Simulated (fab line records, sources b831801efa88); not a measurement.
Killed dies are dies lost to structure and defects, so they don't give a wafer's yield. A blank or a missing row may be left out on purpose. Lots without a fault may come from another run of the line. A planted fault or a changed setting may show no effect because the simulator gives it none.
A struck lot beside a sound one | flow sky130 | 14 steps out of a route of 708
Sound: wafers L486.3, L486.4, L486.6. Struck: wafers L482.1, L482.2, L482.3. The cause comes at the end.
At each step with rows: each side's tool, then ch and its chambers, then its first start. Under that, the readings that differ: sound wafers | struck wafers | difference of the means | sigmas: that difference in standard deviations of wafers without a fault.
alike: readings whose means differ by less than 2 such deviations, and words and numbers that are the same on both sides. not compared: withheld readings, readings that some wafer has no value for, bounds like >300 that may hide the same value, and numbers for which the record gives no deviation and whose values overlap.
The two part at a step that has a row with sigmas, a row that says differs or no value, or rows on one side only. Numbers that don't overlap but have no deviation are shown without sigmas and don't part them. A reading that every wafer of one side lacks parts them only if that side has two wafers or more.

SKY_METAL2_SPUTTER_00: material Ti, target thk 15 nm, time 10 s.
  sound on pvd_sputter-02, day 40 05:59; struck on pvd_sputter-01, day 39 07:04
  alike: throttle_valve_pct
SKY_METAL2_SPUTTER_01: material TiN, target thk 20 nm, time 16.7 s.
  sound on pvd_sputter-02, day 40 06:01; struck on pvd_sputter-01, day 39 07:05
  alike: throttle_valve_pct
SKY_METAL2_SPUTTER_02: material AlCu, target thk 250 nm, time 13.3 s.
  sound on pvd_sputter-02, day 40 06:02; struck on pvd_sputter-01, day 39 07:07
  alike: throttle_valve_pct
SKY_METAL2_SPUTTER_03: material Ti, target thk 5 nm, time 3.3 s.
  sound on pvd_sputter-02, day 40 06:04; struck on pvd_sputter-01, day 39 07:08
  alike: throttle_valve_pct
SKY_METAL2_SPUTTER_04: material TiN, target thk 70 nm, time 58.3 s.
  sound on pvd_sputter-02, day 40 06:05; struck on pvd_sputter-01, day 39 07:10
  alike: throttle_valve_pct
SKY_METAL2_RS_MEAS_05: measures by four-point-probe.
  sound on film_metro-01, day 40 06:10; struck on film_metro-04, day 39 07:13
  alike: METAL2_ALCU_RS
SKY_METAL2_THK_MEAS_06: measures by xrf.
  sound on film_metro-01, day 40 06:16; struck on film_metro-04, day 39 07:20
  alike: METAL2_ALCU_THK
then, 5 steps without rows for these wafers: SKY_METAL2_DEHYDRATE_07 (time 60 s); SKY_METAL2_HMDS_08 (prime time 60 s); SKY_METAL2_COAT_09 (resist thk 60 nm); SKY_METAL2_COAT_10 (resist thk 450 nm); SKY_METAL2_SOFTBAKE_11 (time 90 s).
SKY_METAL2_EXPOSE_12: exposes mask MM2, target cd 140 nm.
  sound on krf_scanner-01 ch 0, day 40 18:55; struck on krf_scanner-01, day 39 20:46
  no value came back on the struck wafers for exposure_dose_mJ_cm2, focus_offset_nm (nm), reticle_temp_C (C), sigma_outer; on the sound wafers exposure_dose_mJ_cm2 reads 27.930 27.996 27.969
  alike: mask
then, 1 step without rows for these wafers: SKY_METAL2_PEB_13.

WHERE THEY PART
Only at SKY_METAL2_EXPOSE_12, within this record.

WHY: what the simulator had put in
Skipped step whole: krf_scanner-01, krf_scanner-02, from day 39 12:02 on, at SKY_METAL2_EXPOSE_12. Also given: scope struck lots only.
